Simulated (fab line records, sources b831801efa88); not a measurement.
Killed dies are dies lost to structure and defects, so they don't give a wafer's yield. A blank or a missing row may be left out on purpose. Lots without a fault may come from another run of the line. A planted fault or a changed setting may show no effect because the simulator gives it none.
fab line records | flow gf180mcu | part 2 of 2: steps 24 to 32 of 32
record lots=5 wafers=15 last_day=33
route steps=602 shown V2@384 M3@409
lots that met no fault: from a run of the same line without faults
start_h: hours from the record's first day to the start of the lot's first wafer shown | wait_h: hours since the lot's step before | " the same as in the row above | L1.1+2: a row that stands for several wafers | - no value, or no start given | * or withheld: withheld | < > ~ a bound
route shown NAME@n: a module of which the file shows steps, and the number in the route of the first | usual: mean/standard deviation of fault-free wafers | same: alike in all rows | chamber/n: place in a boat | sites: the reading at each site | _std_site: their standard deviation | _edge_site: outer sites' mean less inner sites' | radius_mm: how far each site lies from the wafer's centre | mask NAME#n: copy n | behind: the tool/chamber that last shaped the wafer | hold: why the lot was held/for how many hours/how that ended | device: the transistor (n, p or np) that didn't switch | end of line: the same wafers' tests at the end of the route | a step without rows: its recipe alone | killed: dies lost to structure and defects at the first sort, not the wafer's yield | map: a wafer's dies, x killed, . not, _ none there
set.NAME: the setting as run; set.NAME@STEP: as run at that earlier step | model.NAME: the simulator's own value behind a step, which no gauge read
lots at some steps of the route; a table a step, a row a wafer
services: from which hour (start_h, from the record's first day; less than 0 if before it) a tool's chamber was out of use, for how many hours, and why
## steps
# step GF_V2_THK_MEAS_25
# recipe thk_meas_gauge=xrf reads=W_of_V2_CVD_23
# usual V2_W_THK=359/6.3
# columns lot.wafer tool chamber start_h wait_h V2_W_THK[nm]
L074.3 film_metro-01 - 465.88 0.1 358
L074.4 " - " " 361
L074.6 " - " " 360
L075.2 film_metro-01 - 474.81 0.1 356
L075.3 " - " " 353
L075.6 " - " " 351
L077.2 film_metro-04 - 492.26 0.1 353
L077.4 " - " " 355
L077.5 " - " " 350
L081.1 film_metro-02 - 534.29 0.1 366
L081.2 " - " " 368
L081.4 " - " " 364
L093.3 film_metro-04 - 619.59 0.1 352
L093.4 " - " " 358
L093.6 " - " " 355
# step GF_V2_CMP_26
# recipe stop_on=SiO2 down_force_psi=3.5 platen_rpm=60 t_overpolish_s=15 target_thk_nm=0 pad_velocity_m_s=0.94248
# usual motor_current_A=10.7/0.84 overpolish_run_s=14.998/0.0088 time_to_endpoint_s=86/5
# columns lot.wafer tool chamber start_h wait_h motor_current_A overpolish_run_s time_to_endpoint_s
L074.3 cmp-02 1 465.92 0.0 9.6 14.995 90
L074.4 " 2 " " 11.0 14.992 95
L074.6 " 1 " " 9.4 15.004 91
L075.3 cmp-02 0 474.86 0.0 11.9 15.008 94
L075.2 " 1 " " 9.1 14.998 90
L075.6 " 0 " " 11.9 14.998 92
L077.4 cmp-02 2 492.36 0.1 10.9 14.987 89
L077.2 " 0 " " 11.4 14.994 91
L077.5 " 1 " " 8.9 14.997 86
L081.2 cmp-02 3 534.35 0.0 10.6 15.001 91
L081.1 " 0 " " 12.1 15.001 100
L081.4 " 1 " " 9.0 14.986 90
L093.4 cmp-01 1 619.63 0.0 11.3 14.998 82
L093.3 " 2 " " 10.7 14.986 82
L093.6 " 1 " " 10.5 15.017 80
# step GF_M3_SPUTTER_00
# recipe material=Ti target_thk_nm=37.5 arriving_ion_energy_ev=80 substrate_temp_c=200 chamber_pressure_pa=2 power_w=4000 time_s=150
# usual substrate_temp_c=200.00/0.16 throttle_valve_pct=29.4/0.88
# columns lot.wafer tool chamber start_h wait_h substrate_temp_c throttle_valve_pct
L074.3 pvd_sputter-04 - 466.22 0.2 199.71 29.1
L074.4 " - " " 199.88 28.7
L074.6 " - " " 200.08 28.4
L075.2 pvd_sputter-02 - 475.16 0.2 199.88 29.4
L075.3 " - " " 199.99 29.8
L075.6 " - " " 199.92 29.3
L077.2 pvd_sputter-04 - 492.61 0.1 200.14 28.4
L077.4 " - " " 200.11 30.8
L077.5 " - " " 200.06 29.5
L081.1 pvd_sputter-02 - 534.65 0.2 200.05 29.6
L081.2 " - " " 199.95 29.7
L081.4 " - " " 199.88 29.6
L093.3 pvd_sputter-03 - 619.93 0.2 199.98 30.1
L093.4 " - " " 200.13 29.2
L093.6 " - " " 199.98 31.4
# step GF_M3_SPUTTER_01
# recipe material=TiN target_thk_nm=30 power_w=6500 time_s=25 chamber_pressure_pa=0.4
# usual throttle_valve_pct=29.4/0.88
# columns lot.wafer tool chamber start_h wait_h throttle_valve_pct
L074.3 pvd_sputter-04 - 466.32 0.1 29.2
L074.4 " - " " 28.5
L074.6 " - " " 28.3
L075.2 pvd_sputter-02 - 475.26 0.1 29.6
L075.3 " - " " 29.6
L075.6 " - " " 29.5
L077.2 pvd_sputter-04 - 492.71 0.1 28.5
L077.4 " - " " 30.8
L077.5 " - " " 29.3
L081.1 pvd_sputter-02 - 534.75 0.1 29.7
L081.2 " - " " 29.3
L081.4 " - " " 29.8
L093.3 pvd_sputter-03 - 620.03 0.1 30.3
L093.4 " - " " 29.3
L093.6 " - " " 31.3
# step GF_M3_SPUTTER_02
# recipe material=AlCu target_thk_nm=450 power_w=10600 time_s=23.9 chamber_pressure_pa=0.4
# usual throttle_valve_pct=29.4/0.85
# columns lot.wafer tool chamber start_h wait_h throttle_valve_pct
L074.3 pvd_sputter-04 - 466.35 0.0 29.3
L074.4 " - " " 28.9
L074.6 " - " " 28.4
L075.2 pvd_sputter-02 - 475.29 0.0 29.2
L075.3 " - " " 29.8
L075.6 " - " " 29.4
L077.2 pvd_sputter-04 - 492.74 0.0 28.2
L077.4 " - " " 30.5
L077.5 " - " " 29.0
L081.1 pvd_sputter-02 - 534.78 0.0 29.8
L081.2 " - " " 29.7
L081.4 " - " " 29.6
L093.3 pvd_sputter-03 - 620.06 0.0 30.0
L093.4 " - " " 29.3
L093.6 " - " " 31.2
# step GF_M3_SPUTTER_03
# recipe material=Ti target_thk_nm=10 substrate_temp_c=300 chamber_pressure_pa=0.3 power_w=3000 time_s=6.7
# usual substrate_temp_c=300.01/0.19 throttle_valve_pct=29.4/0.91
# columns lot.wafer tool chamber start_h wait_h substrate_temp_c throttle_valve_pct
L074.3 pvd_sputter-04 - 466.38 0.0 299.91 29.2
L074.4 " - " " 299.80 28.5
L074.6 " - " " 299.80 28.5
L075.2 pvd_sputter-02 - 475.32 0.0 299.92 29.5
L075.3 " - " " 300.08 29.6
L075.6 " - " " 300.16 29.6
L077.2 pvd_sputter-04 - 492.77 0.0 299.93 28.5
L077.4 " - " " 299.90 30.8
L077.5 " - " " 299.89 29.0
L081.1 pvd_sputter-02 - 534.81 0.0 300.29 29.6
L081.2 " - " " 299.98 29.6
L081.4 " - " " 300.39 29.8
L093.3 pvd_sputter-03 - 620.09 0.0 299.99 30.3
L093.4 " - " " 300.05 29.1
L093.6 " - " " 300.06 31.2
# step GF_M3_SPUTTER_04
# recipe material=TiN target_thk_nm=50 power_w=6500 time_s=41.7 chamber_pressure_pa=0.4
# usual throttle_valve_pct=29.4/0.85
# columns lot.wafer tool chamber start_h wait_h throttle_valve_pct
L074.3 pvd_sputter-04 - 466.40 0.0 29.4
L074.4 " - " " 28.6
L074.6 " - " " 28.3
L075.2 pvd_sputter-02 - 475.34 0.0 29.6
L075.3 " - " " 29.7
L075.6 " - " " 29.4
L077.2 pvd_sputter-04 - 492.79 0.0 28.4
L077.4 " - " " 30.5
L077.5 " - " " 29.3
L081.1 pvd_sputter-02 - 534.83 0.0 29.9
L081.2 " - " " 29.6
L081.4 " - " " 29.7
L093.3 pvd_sputter-03 - 620.11 0.0 30.4
L093.4 " - " " 29.3
L093.6 " - " " 31.1
# step GF_M3_RS_MEAS_05
# recipe thk_meas_gauge=four-point-probe reads=TiN_of_M3_SPUTTER_04+Ti_of_M3_SPUTTER_03+AlCu_of_M3_SPUTTER_02+TiN_of_M3_SPUTTER_01+Ti_of_M3_SPUTTER_00
# usual M3_ALCU_RS=0.0695/0.00086
# columns lot.wafer tool chamber start_h wait_h M3_ALCU_RS[ohm/sq]
L074.3 film_metro-03 - 466.48 0.1 0.0689
L074.4 " - " " 0.0688
L074.6 " - " " 0.0690
L075.2 film_metro-03 - 475.40 0.0 0.0699
L075.3 " - " " 0.0702
L075.6 " - " " 0.0694
L077.2 film_metro-04 - 492.85 0.0 0.0701
L077.4 " - " " 0.0718
L077.5 " - " " 0.0697
L081.1 film_metro-03 - 534.87 0.0 0.0695
L081.2 " - " " 0.0690
L081.4 " - " " 0.0705
L093.3 film_metro-03 - 620.19 0.1 0.0711
L093.4 " - " " 0.0718
L093.6 " - " " 0.0701
# step GF_M3_THK_MEAS_06
# recipe thk_meas_gauge=xrf reads=AlCu_of_M3_SPUTTER_02
# usual M3_ALCU_THK=445/6.2
# columns lot.wafer tool chamber start_h wait_h M3_ALCU_THK[nm]
L074.3 film_metro-03 - 466.58 0.1 450
L074.4 " - " " 449
L074.6 " - " " 448
L075.2 film_metro-03 - 475.51 0.1 444
L075.3 " - " " 440
L075.6 " - " " 445
L077.2 film_metro-04 - 492.96 0.1 444
L077.4 " - " " 432
L077.5 " - " " 445
L081.1 film_metro-03 - 534.99 0.1 449
L081.2 " - " " 452
L081.4 " - " " 440
L093.3 film_metro-03 - 620.29 0.1 439
L093.4 " - " " 433
L093.6 " - " " 444
## services
# columns tool chamber start_h hours kind
pvd_sputter-03 - 425.99 5.9 repair
cmp-02 - 426.71 0.7 repair
pvd_sputter-03 - 428.41 1.0 repair
cmp-02 - 428.71 0.8 repair
pvd_sputter-03 - 451.06 2.8 repair
cmp-02 - 451.25 3.4 repair
rie_diel-03 2 458.38 5.8 repair
rie_diel-03 0 470.47 3.7 repair
pvd_sputter-02 - 479.62 2.6 repair
rie_diel-03 3 480.75 8.1 repair
rie_diel-04 2 481.72 4.5 repair
rie_diel-04 0 521.32 4.0 repair
cvd_w-01 0 521.42 4.5 repair
pvd_sputter-02 - 532.14 1.9 repair
pvd_sputter-03 - 538.18 0.5 repair
cmp-02 - 544.26 2.0 repair
cmp-02 - 572.17 4.0 pm
pvd_sputter-04 - 578.05 0.6 repair
pvd_sputter-02 - 582.16 6.3 repair
cmp-02 - 592.09 4.7 pm
rie_diel-04 2 604.35 15.9 repair
pvd_sputter-02 - 609.45 1.8 repair
cvd_w-01 1 613.06 7.4 repair
rie_diel-04 - 618.96 0.9 repair
